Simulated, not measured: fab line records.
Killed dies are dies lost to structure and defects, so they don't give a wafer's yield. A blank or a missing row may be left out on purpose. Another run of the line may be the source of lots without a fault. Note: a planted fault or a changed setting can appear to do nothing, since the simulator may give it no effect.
fab line records -- flow sky130 -- part 1 of 2: steps 1 to 42 of 43
record: lots: 6, wafers: 18, lastDay: 49
route steps=708 shown VIA3@575 METAL4@598 CAP2M@603 PAD_OPEN@708
lots that met no fault: from a run of the same line without faults
startH: start of the lot's first displayed wafer, in hours after the record's first day -- waitH: time in hours since the lot's previous step -- " unchanged from the row above -- L1.1+2: one row covering several wafers at once -- - value missing, or start not given -- * or withheld: withheld -- < > ~ a bound
route shown NAME@n: NAME is a module with steps in the file, n the number in the route of the first one -- usual: the fault-free wafers' mean and standard deviation -- same: alike in all rows -- chamber/n: place in a boat -- sites: per-site readings -- _std_site: how widely they spread, as a standard deviation -- _edge_site: outer sites' mean less inner sites' -- radiusMm: how far each site lies from the wafer's centre -- mask NAME#n: copy n -- behind: the most recent tool/chamber to have shaped the wafer -- hold: the reason the lot was held/the length of the hold in hours/how it ended -- device: transistor that didn't switch, given as n, p or np -- end of line: the same wafers' tests at the end of the route -- step lacking rows: just its recipe -- killed: not the wafer's yield, but the dies lost to structure and defects at the first sort -- map: a wafer's dies, marking killed ones x, the rest . and places with no die _
set.NAME: the setting the step ran with; set.NAME@STEP: the setting that earlier step ran with -- model.NAME: the simulator's own value behind a step, which no gauge read
lots at some steps of the route; a table a step, a row a wafer
services: the hour from which a tool's chamber was out of use, counted from the record's first day as startH (under 0 if before that day), plus the number of hours and why
== steps ==
step: SKY_VIA3_CMP_02
recipe: material: SiO2, downForcePsi: 4, platenRpm: 60, padVelocityMS: 0.94248
usual: motorCurrentA: 11.9/1.4
lot.wafer,tool,chamber,startH,waitH,motorCurrentA
L163.4,cmp-01,0,923.12,0.1,12.8
L163.6,cmp-01,2,923.12,0.1,9.5
L163.5,cmp-01,3,923.12,0.1,12.6
L166.1,cmp-01,2,955.87,0.1,9.8
L166.2,cmp-01,0,955.87,0.1,12.0
L166.6,cmp-01,2,955.87,0.1,9.6
L169.4,cmp-02,1,969.52,0.0,14.0
L169.3,cmp-02,3,969.52,0.0,10.9
L169.5,cmp-02,1,969.52,0.0,14.3
L171.2,cmp-01,0,976.77,0.0,13.1
L171.1,cmp-01,1,976.77,0.0,12.4
L171.3,cmp-01,2,976.77,0.0,9.7
L172.1,cmp-01,3,991.09,0.1,13.3
L172.3,cmp-01,0,991.09,0.1,13.0
L172.6,cmp-01,0,991.09,0.1,12.4
L181.1,cmp-02,3,1037.61,0.1,10.5
L181.2,cmp-02,1,1037.61,0.1,14.6
L181.6,cmp-02,2,1037.61,0.1,12.4
step: SKY_VIA3_BOW_MEAS_03
recipe: mode: bow
usual: VIA3_BOW: 79/7.1
lot.wafer,tool,chamber,startH,waitH,VIA3_BOW[um]
L163.4,filmMetro-01,-,923.38,0.2,60
L163.5,filmMetro-01,-,923.38,0.2,65
L163.6,filmMetro-01,-,923.38,0.2,87
L166.1,filmMetro-01,-,956.17,0.2,87
L166.2,filmMetro-01,-,956.17,0.2,86
L166.6,filmMetro-01,-,956.17,0.2,70
L169.3,filmMetro-04,-,969.86,0.2,96
L169.4,filmMetro-04,-,969.86,0.2,83
L169.5,filmMetro-04,-,969.86,0.2,81
L171.1,filmMetro-01,-,977.07,0.2,74
L171.2,filmMetro-01,-,977.07,0.2,84
L171.3,filmMetro-01,-,977.07,0.2,85
L172.1,filmMetro-02,-,991.39,0.2,72
L172.3,filmMetro-02,-,991.39,0.2,88
L172.6,filmMetro-02,-,991.39,0.2,78
L181.1,filmMetro-04,-,1037.86,0.2,77
L181.2,filmMetro-04,-,1037.86,0.2,75
L181.6,filmMetro-04,-,1037.86,0.2,74
step: SKY_VIA3_DEHYDRATE_04
recipe: tempC: 200, timeS: 60
step: SKY_VIA3_HMDS_05
recipe: primeTimeS: 60, primeTempC: 120
step: SKY_VIA3_COAT_06
recipe: resist: BARC, tempC: withheld, timeS: withheld, spinRpm: 3000, resistThkNm: 60
step: SKY_VIA3_COAT_07
recipe: resist: KrF-thick, spinRpm: 3000, resistThkNm: 450
step: SKY_VIA3_SOFTBAKE_08
recipe: tempC: 100, timeS: 90, resist: KrF-thick
step: SKY_VIA3_EXPOSE_09
recipe: maskId: VIM3, na: 0.8, sourceShape: annular, sigmaInner: 0.55, sigmaOuter: 0.85, targetCdNm: 200, doseMj: 38
step: SKY_VIA3_PEB_10
recipe: pebTempC: withheld, pebTimeS: withheld, resist: KrF-thick
step: SKY_VIA3_DEVELOP_11
recipe: developTimeS: 60, resist: KrF-thick, devTempC: 21
step: SKY_VIA3_CD_MEAS_12
recipe: targetCdNm: 200
usual: cdNm: 199.8/1.6
lot.wafer,tool,chamber,startH,waitH,cdNm
L163.4,cdSem-01,-,948.03,-,199.8
L163.5,cdSem-01,-,948.03,-,200.2
L163.6,cdSem-01,-,948.03,-,199.5
L166.1,cdSem-02,-,980.69,-,198.8
L166.2,cdSem-02,-,980.69,-,198.3
L166.6,cdSem-02,-,980.69,-,200.1
L169.3,cdSem-02,-,993.46,-,202.5
L169.4,cdSem-02,-,993.46,-,203.1
L169.5,cdSem-02,-,993.46,-,202.0
L171.1,cdSem-02,-,1000.47,-,199.9
L171.2,cdSem-02,-,1000.47,-,201.7
L171.3,cdSem-02,-,1000.47,-,201.2
L172.1,cdSem-02,-,1014.44,-,200.3
L172.3,cdSem-02,-,1014.44,-,200.3
L172.6,cdSem-02,-,1014.44,-,201.4
L181.1,cdSem-02,-,1060.67,-,200.5
L181.2,cdSem-02,-,1060.67,-,200.5
L181.6,cdSem-02,-,1060.67,-,199.6
step: SKY_VIA3_OVL_MEAS_13
usual: VIA3_OVL: -6/6.6
lot.wafer,tool,chamber,startH,waitH,VIA3_OVL[nm]
L163.4,overlay-01,-,948.11,0.1,-5
L163.5,overlay-01,-,948.11,0.1,-8
L163.6,overlay-01,-,948.11,0.1,-5
L166.1,overlay-02,-,980.81,0.1,-6
L166.2,overlay-02,-,980.81,0.1,-5
L166.6,overlay-02,-,980.81,0.1,-3
L169.3,overlay-02,-,993.55,0.1,0
L169.4,overlay-02,-,993.55,0.1,-5
L169.5,overlay-02,-,993.55,0.1,-2
L171.1,overlay-02,-,1000.59,0.1,-6
L171.2,overlay-02,-,1000.59,0.1,-7
L171.3,overlay-02,-,1000.59,0.1,-13
L172.1,overlay-01,-,1014.56,0.1,-7
L172.3,overlay-01,-,1014.56,0.1,-14
L172.6,overlay-01,-,1014.56,0.1,-10
L181.1,overlay-01,-,1060.79,0.1,-4
L181.2,overlay-01,-,1060.79,0.1,4
L181.6,overlay-01,-,1060.79,0.1,3
step: SKY_VIA3_ETCH_14
recipe: chemistry: N2/H2, target: BARC, ionEnergyEv: 200, sourceW: 500, biasW: 100, pressureMtorr: 30, n2FlowSccm: 100, h2FlowSccm: 200, stopOn: SiO2, timeS: 45.9, targetDepthA: 600
usual: drypumpMotorCurrentA: 5.7/0.53, oesProductAu: 0.855/0.0046, throttleValvePct: 13.222/0.0087
lot.wafer,tool,chamber,startH,waitH,drypumpMotorCurrentA,oesProductAu,rfHoursCounterH,throttleValvePct
L163.4,rieDiel-04,1,948.13,0.0,4.9,0.854,21,13.236
L163.5,rieDiel-04,3,948.13,0.0,5.8,0.854,-,13.238
L163.6,rieDiel-04,2,948.13,0.0,4.8,0.854,-,13.207
L166.1,rieDiel-03,2,980.85,0.0,6.0,0.860,11,13.214
L166.2,rieDiel-03,1,980.85,0.0,6.0,0.858,26,13.220
L166.6,rieDiel-03,0,980.85,0.0,6.4,0.858,-,13.213
L169.3,rieDiel-03,0,993.57,0.0,6.4,0.854,1,13.216
L169.4,rieDiel-03,1,993.57,0.0,6.0,0.850,26,13.206
L169.5,rieDiel-03,1,993.57,0.0,6.0,0.853,-,13.219
L171.1,rieDiel-02,3,1000.62,0.0,5.5,0.853,7,13.215
L171.2,rieDiel-02,0,1000.62,0.0,6.0,0.854,10,13.225
L171.3,rieDiel-02,2,1000.62,0.0,5.8,0.850,25,13.227
L172.1,rieDiel-03,1,1014.60,0.0,6.0,0.857,27,13.213
L172.3,rieDiel-03,3,1014.60,0.0,5.9,0.855,8,13.230
L172.6,rieDiel-03,3,1014.60,0.0,5.9,0.852,-,13.219
L181.1,rieDiel-04,2,1060.82,0.0,4.8,0.857,18,13.219
L181.2,rieDiel-04,1,1060.82,0.0,4.8,0.850,24,13.211
L181.6,rieDiel-04,3,1060.82,0.0,5.8,0.861,-,13.217
step: SKY_VIA3_ETCH_15
recipe: target: SiO2, chemistry: C4F8/O2/Ar, targetDepthNm: 507, stopOn: TiN, maskMaterial: KrF-thick, sourceW: 1500, biasW: 1200, pressureMtorr: 40, c4f8FlowSccm: withheld, O2_flow_sccm: 6, Ar_flow_sccm: 300, timeS: 78
usual: oesProductAu: 0.945/0.0046
lot.wafer,tool,chamber,startH,waitH,oesProductAu,rfHoursCounterH
L163.4,rieDiel-04,1,948.17,0.0,0.942,21
L163.5,rieDiel-04,3,948.17,0.0,0.944,-
L163.6,rieDiel-04,2,948.17,0.0,0.949,-
L166.1,rieDiel-03,2,980.89,0.0,0.952,11
L166.2,rieDiel-03,1,980.89,0.0,0.941,26
L166.6,rieDiel-03,0,980.89,0.0,0.945,-
L169.3,rieDiel-03,0,993.61,0.0,0.944,1
L169.4,rieDiel-03,1,993.61,0.0,0.947,26
L169.5,rieDiel-03,1,993.61,0.0,0.940,-
L171.1,rieDiel-02,3,1000.67,0.0,0.943,7
L171.2,rieDiel-02,0,1000.67,0.0,0.950,10
L171.3,rieDiel-02,2,1000.67,0.0,0.941,25
L172.1,rieDiel-03,1,1014.64,0.0,0.942,27
L172.3,rieDiel-03,3,1014.64,0.0,0.942,8
L172.6,rieDiel-03,3,1014.64,0.0,0.942,-
L181.1,rieDiel-04,2,1060.87,0.0,0.947,18
L181.2,rieDiel-04,1,1060.87,0.0,0.947,24
L181.6,rieDiel-04,3,1060.87,0.0,0.946,-
step: SKY_VIA3_STRIP_16
recipe: chemistry: O2/N2, powerW: 1400, pressureMtorr: 1500, platenTempC: withheld, o2FlowSccm: 3000, n2FlowSccm: 300, overashFraction: 0.5
usual: drypumpMotorCurrentA: 5.86/0.28, oesProductAu: 0.402/0.0044, stripTimeToEndpointS: 4.130/0.025
lot.wafer,tool,chamber,startH,waitH,drypumpMotorCurrentA,oesProductAu,rfHoursCounterH,stripTimeToEndpointS
L163.4,plasmaAsher-01,0,948.26,0.1,5.73,0.408,-,4.142
L163.5,plasmaAsher-01,1,948.26,0.1,5.76,0.399,-,4.175
L163.6,plasmaAsher-01,0,948.26,0.1,5.74,0.398,-,4.117
L166.1,plasmaAsher-02,1,980.95,0.0,5.54,0.397,25,4.144
L166.2,plasmaAsher-02,0,980.95,0.0,6.37,0.412,25,4.131
L166.6,plasmaAsher-02,1,980.95,0.0,5.51,0.403,-,4.114
L169.3,plasmaAsher-02,1,993.71,0.1,5.53,0.393,-,4.094
L169.4,plasmaAsher-02,0,993.71,0.1,6.37,0.403,-,4.104
L169.5,plasmaAsher-02,0,993.71,0.1,6.37,0.396,-,4.083
L171.1,plasmaAsher-01,0,1000.73,0.0,5.72,0.398,52,4.124
L171.2,plasmaAsher-01,1,1000.73,0.0,5.73,0.408,52,4.128
L171.3,plasmaAsher-01,1,1000.73,0.0,5.74,0.398,-,4.162
L172.1,plasmaAsher-01,1,1014.70,0.0,5.76,0.400,53,4.128
L172.3,plasmaAsher-01,1,1014.70,0.0,5.75,0.404,-,4.116
L172.6,plasmaAsher-01,1,1014.70,0.0,5.75,0.397,-,4.123
L181.1,plasmaAsher-01,1,1060.93,0.0,5.75,0.401,58,4.086
L181.2,plasmaAsher-01,0,1060.93,0.0,5.73,0.409,58,4.159
L181.6,plasmaAsher-01,1,1060.93,0.0,5.76,0.399,-,4.103
step: SKY_VIA3_STRIP_17
recipe: chemistry: postEtchResidueRemover, timeS: 1200, tempC: 72.5
step: SKY_VIA3_CLEAN_18
recipe: chemistry: IPA, timeS: 180, tempC: 25
step: SKY_VIA3_CLEAN_19
recipe: chemistry: O3/DIW, dry: n2Spin
step: SKY_VIA3_SPUTTER_20
recipe: material: TiN, targetThkNm: 20, chamberPressurePa: 5, powerW: 4000, timeS: 80
step: SKY_VIA3_CVD_21
recipe: material: W, targetThkNm: 390, timeS: 117.31, tempC: 400, pressureTorr: 40
step: SKY_VIA3_RS_MEAS_22
recipe: thkMeasGauge: four-point-probe, reads: W_of_VIA3_CVD_21+TiN_of_VIA3_SPUTTER_20
usual: VIA3_W_RS: 0.292/0.0034
lot.wafer,tool,chamber,startH,waitH,VIA3_W_RS[ohm/sq]
L163.4,filmMetro-01,-,949.07,0.1,0.288
L163.5,filmMetro-01,-,949.07,0.1,0.291
L163.6,filmMetro-01,-,949.07,0.1,0.296
L166.1,filmMetro-01,-,981.76,0.1,0.291
L166.2,filmMetro-01,-,981.76,0.1,0.295
L166.6,filmMetro-01,-,981.76,0.1,0.292
L169.3,filmMetro-01,-,994.49,0.1,0.293
L169.4,filmMetro-01,-,994.49,0.1,0.292
L169.5,filmMetro-01,-,994.49,0.1,0.290
L171.1,filmMetro-02,-,1001.50,0.1,0.286
L171.2,filmMetro-02,-,1001.50,0.1,0.292
L171.3,filmMetro-02,-,1001.50,0.1,0.293
L172.1,filmMetro-01,-,1015.49,0.1,0.295
L172.3,filmMetro-01,-,1015.49,0.1,0.293
L172.6,filmMetro-01,-,1015.49,0.1,0.292
L181.1,filmMetro-02,-,1061.70,0.1,0.300
L181.2,filmMetro-02,-,1061.70,0.1,0.292
L181.6,filmMetro-02,-,1061.70,0.1,0.295
step: SKY_VIA3_THK_MEAS_23
recipe: thkMeasGauge: xrf, reads: W_of_VIA3_CVD_21
usual: VIA3_W_THK: 403/5.8
lot.wafer,tool,chamber,startH,waitH,VIA3_W_THK[nm]
L163.4,filmMetro-01,-,949.16,0.1,409
L163.5,filmMetro-01,-,949.16,0.1,408
L163.6,filmMetro-01,-,949.16,0.1,401
L166.1,filmMetro-01,-,981.88,0.1,406
L166.2,filmMetro-01,-,981.88,0.1,400
L166.6,filmMetro-01,-,981.88,0.1,399
L169.3,filmMetro-01,-,994.59,0.1,397
L169.4,filmMetro-01,-,994.59,0.1,396
L169.5,filmMetro-01,-,994.59,0.1,402
L171.1,filmMetro-02,-,1001.62,0.1,416
L171.2,filmMetro-02,-,1001.62,0.1,413
L171.3,filmMetro-02,-,1001.62,0.1,408
L172.1,filmMetro-01,-,1015.61,0.1,392
L172.3,filmMetro-01,-,1015.61,0.1,401
L172.6,filmMetro-01,-,1015.61,0.1,398
L181.1,filmMetro-02,-,1061.82,0.1,397
L181.2,filmMetro-02,-,1061.82,0.1,404
L181.6,filmMetro-02,-,1061.82,0.1,402
step: SKY_VIA3_CMP_24
recipe: stopOn: SiO2, tOverpolishS: 20, downForcePsi: 3.5, platenRpm: 60, targetThkNm: 0, padVelocityMS: 0.94248
step: SKY_METAL4_SPUTTER_00
recipe: material: Ti, targetThkNm: 15, powerW: 3000, timeS: 10, chamberPressurePa: 0.4
step: SKY_METAL4_SPUTTER_01
recipe: material: TiN, targetThkNm: 20, powerW: 6500, timeS: 16.7, chamberPressurePa: 0.4
step: SKY_METAL4_SPUTTER_02
recipe: material: AlCu, targetThkNm: 735, powerW: 10600, timeS: 39.1, chamberPressurePa: 0.4
step: SKY_METAL4_SPUTTER_03
recipe: material: Ti, targetThkNm: 5, powerW: 3097, timeS: 3.3, chamberPressurePa: 0.4
step: SKY_METAL4_SPUTTER_04
recipe: material: TiN, targetThkNm: 70, powerW: 6500, timeS: 58.3, chamberPressurePa: 0.4
usual: throttleValvePct: 30.1/1.3
lot.wafer,tool,chamber,startH,waitH,throttleValvePct
L163.4,pvdSputter-03,-,949.72,0.0,31.2
L163.5,pvdSputter-03,-,949.72,0.0,28.7
L163.6,pvdSputter-03,-,949.72,0.0,30.0
L166.1,pvdSputter-02,-,982.34,0.0,29.5
L166.2,pvdSputter-02,-,982.34,0.0,28.5
L166.6,pvdSputter-02,-,982.34,0.0,29.2
L169.3,pvdSputter-04,-,995.04,0.0,30.1
L169.4,pvdSputter-04,-,995.04,0.0,31.3
L169.5,pvdSputter-04,-,995.04,0.0,30.4
L171.1,pvdSputter-04,-,1002.20,0.0,32.3
L171.2,pvdSputter-04,-,1002.20,0.0,31.1
L171.3,pvdSputter-04,-,1002.20,0.0,30.1
L172.1,pvdSputter-04,-,1016.08,0.0,31.2
L172.3,pvdSputter-04,-,1016.08,0.0,30.5
L172.6,pvdSputter-04,-,1016.08,0.0,30.4
L181.1,pvdSputter-02,-,1062.29,0.0,28.6
L181.2,pvdSputter-02,-,1062.29,0.0,29.6
L181.6,pvdSputter-02,-,1062.29,0.0,32.0
step: SKY_CAP2M_CVD_00
recipe: material: SiO2, targetThkNm: 15.5, tempC: 400, timeS: withheld, rfW: 450
step: SKY_CAP2M_THK_MEAS_01
recipe: reads: SiO2_of_CAP2M_CVD_00
usual: CAP2M_CVD_00_THK: 15.57/0.24
lot.wafer,tool,chamber,startH,waitH,CAP2M_CVD_00_THK[nm]
L163.4,filmMetro-04,-,949.82,-,15.64
L163.5,filmMetro-04,-,949.82,-,15.74
L163.6,filmMetro-04,-,949.82,-,15.78
L166.1,filmMetro-01,-,982.42,-,15.78
L166.2,filmMetro-01,-,982.42,-,15.43
L166.6,filmMetro-01,-,982.42,-,15.79
L169.3,filmMetro-01,-,995.13,-,15.46
L169.4,filmMetro-01,-,995.13,-,15.81
L169.5,filmMetro-01,-,995.13,-,15.62
L171.1,filmMetro-01,-,1002.27,-,15.41
L171.2,filmMetro-01,-,1002.27,-,15.08
L171.3,filmMetro-01,-,1002.27,-,15.37
L172.1,filmMetro-03,-,1016.15,-,15.47
L172.3,filmMetro-03,-,1016.15,-,15.58
L172.6,filmMetro-03,-,1016.15,-,15.51
L181.1,filmMetro-03,-,1062.37,-,15.41
L181.2,filmMetro-03,-,1062.37,-,15.56
L181.6,filmMetro-03,-,1062.37,-,15.51
step: SKY_CAP2M_SPUTTER_02
recipe: material: TiN, targetThkNm: 200, tempC: 300, powerW: 6500, timeS: 166.7, chamberPressurePa: 0.4
usual: susceptorTempC: 299.97/0.17, throttleValvePct: 30.1/1
lot.wafer,tool,chamber,startH,waitH,susceptorTempC,throttleValvePct
L163.4,pvdSputter-01,-,949.85,0.0,299.77,29.9
L163.5,pvdSputter-01,-,949.85,0.0,300.16,29.7
L163.6,pvdSputter-01,-,949.85,0.0,299.92,29.7
L166.1,pvdSputter-04,-,982.48,0.1,299.81,30.5
L166.2,pvdSputter-04,-,982.48,0.1,300.06,32.2
L166.6,pvdSputter-04,-,982.48,0.1,299.60,30.5
L169.3,pvdSputter-01,-,995.17,0.0,299.78,29.8
L169.4,pvdSputter-01,-,995.17,0.0,299.80,30.1
L169.5,pvdSputter-01,-,995.17,0.0,300.08,29.0
L171.1,pvdSputter-02,-,1002.33,0.1,299.56,32.2
L171.2,pvdSputter-02,-,1002.33,0.1,299.88,29.7
L171.3,pvdSputter-02,-,1002.33,0.1,300.16,29.1
L172.1,pvdSputter-01,-,1016.21,0.1,299.83,29.8
L172.3,pvdSputter-01,-,1016.21,0.1,300.02,28.8
L172.6,pvdSputter-01,-,1016.21,0.1,299.88,30.0
L181.1,pvdSputter-01,-,1062.43,0.1,300.24,29.4
L181.2,pvdSputter-01,-,1062.43,0.1,299.87,30.2
L181.6,pvdSputter-01,-,1062.43,0.1,300.07,28.7
step: SKY_CAP2M_RS_MEAS_03
recipe: thkMeasGauge: four-point-probe, reads: TiN_of_CAP2M_SPUTTER_02
usual: CAP2M_TIN_RS: 6.92/0.081
lot.wafer,tool,chamber,startH,waitH,CAP2M_TIN_RS[ohm/sq]
L163.4,filmMetro-01,-,950.02,0.1,7.08
L163.5,filmMetro-01,-,950.02,0.1,7.08
L163.6,filmMetro-01,-,950.02,0.1,6.98
L166.1,filmMetro-04,-,982.58,0.1,6.89
L166.2,filmMetro-04,-,982.58,0.1,6.82
L166.6,filmMetro-04,-,982.58,0.1,6.85
L169.3,filmMetro-04,-,995.32,0.1,6.93
L169.4,filmMetro-04,-,995.32,0.1,6.89
L169.5,filmMetro-04,-,995.32,0.1,6.85
L171.1,filmMetro-04,-,1002.44,0.1,6.89
L171.2,filmMetro-04,-,1002.44,0.1,6.92
L171.3,filmMetro-04,-,1002.44,0.1,6.90
L172.1,filmMetro-03,-,1016.32,0.1,6.94
L172.3,filmMetro-03,-,1016.32,0.1,6.89
L172.6,filmMetro-03,-,1016.32,0.1,6.99
L181.1,filmMetro-01,-,1062.54,0.1,6.93
L181.2,filmMetro-01,-,1062.54,0.1,7.02
L181.6,filmMetro-01,-,1062.54,0.1,6.92
step: SKY_CAP2M_THK_MEAS_04
recipe: thkMeasGauge: xrf, reads: TiN_of_CAP2M_SPUTTER_02
usual: CAP2M_TIN_THK: 199.3/2.2
lot.wafer,tool,chamber,startH,waitH,CAP2M_TIN_THK[nm]
L163.4,filmMetro-01,-,950.11,0.1,195.7
L163.5,filmMetro-01,-,950.11,0.1,195.9
L163.6,filmMetro-01,-,950.11,0.1,197.3
L166.1,filmMetro-04,-,982.70,0.1,197.4
L166.2,filmMetro-04,-,982.70,0.1,199.4
L166.6,filmMetro-04,-,982.70,0.1,198.8
L169.3,filmMetro-04,-,995.42,0.1,198.3
L169.4,filmMetro-04,-,995.42,0.1,197.7
L169.5,filmMetro-04,-,995.42,0.1,200.7
L171.1,filmMetro-04,-,1002.56,0.1,200.0
L171.2,filmMetro-04,-,1002.56,0.1,198.3
L171.3,filmMetro-04,-,1002.56,0.1,199.4
L172.1,filmMetro-03,-,1016.44,0.1,199.0
L172.3,filmMetro-03,-,1016.44,0.1,200.8
L172.6,filmMetro-03,-,1016.44,0.1,196.7
L181.1,filmMetro-01,-,1062.66,0.1,198.1
L181.2,filmMetro-01,-,1062.66,0.1,194.9
L181.6,filmMetro-01,-,1062.66,0.1,198.4
step: SKY_CAP2M_DEHYDRATE_05
recipe: tempC: 200, timeS: 60
step: SKY_CAP2M_HMDS_06
recipe: primeTimeS: 60, primeTempC: 120
step: SKY_CAP2M_COAT_07
recipe: resist: NOVOLAK, spinRpm: 3000, resistThkNm: 1140
step: SKY_CAP2M_SOFTBAKE_08
recipe: tempC: 90, timeS: 60, resist: NOVOLAK
step: SKY_CAP2M_EXPOSE_09
recipe: maskId: CAP2M, na: 0.6, sourceShape: conventional, sigmaOuter: 0.6, polarization: unpolarized, targetCdNm: 1000, doseMj: 159
step: SKY_CAP2M_PEB_10
recipe: tempC: withheld, timeS: *, resist: NOVOLAK
step: SKY_CAP2M_DEVELOP_11
recipe: resist: NOVOLAK, developer: TMAH, developTimeS: 60, devTempC: 23
step: SKY_CAP2M_OVL_MEAS_12
usual: CAP2M_OVL: 0.8/1.7
lot.wafer,tool,chamber,startH,waitH,CAP2M_OVL[nm]
L163.4,overlay-02,-,974.84,0.1,1.7
L163.5,overlay-02,-,974.84,0.1,0.5
L163.6,overlay-02,-,974.84,0.1,1.3
L166.1,overlay-01,-,1005.17,0.1,5.8
L166.2,overlay-01,-,1005.17,0.1,3.9
L166.6,overlay-01,-,1005.17,0.1,3.2
L169.3,overlay-02,-,1018.38,0.1,-0.3
L169.4,overlay-02,-,1018.38,0.1,-0.2
L169.5,overlay-02,-,1018.38,0.1,-0.4
L171.1,overlay-01,-,1025.92,0.1,-1.1
L171.2,overlay-01,-,1025.92,0.1,0.2
L171.3,overlay-01,-,1025.92,0.1,1.5
L172.1,overlay-01,-,1039.87,0.1,-0.3
L172.3,overlay-01,-,1039.87,0.1,-1.2
L172.6,overlay-01,-,1039.87,0.1,-0.4
L181.1,overlay-02,-,1083.72,0.1,0.1
L181.2,overlay-02,-,1083.72,0.1,0.1
L181.6,overlay-02,-,1083.72,0.1,1.8
step: SKY_CAP2M_METAL_ETCH_13
recipe: targetDepthNm: 220, stopOn: SiO2, chemistry: Cl2/BCl3, target: TiN, pressureMtorr: 10, icpW: 900, biasW: 48.5, Cl2_flow_sccm: 60, bcl3FlowSccm: 30, timeS: 62.9
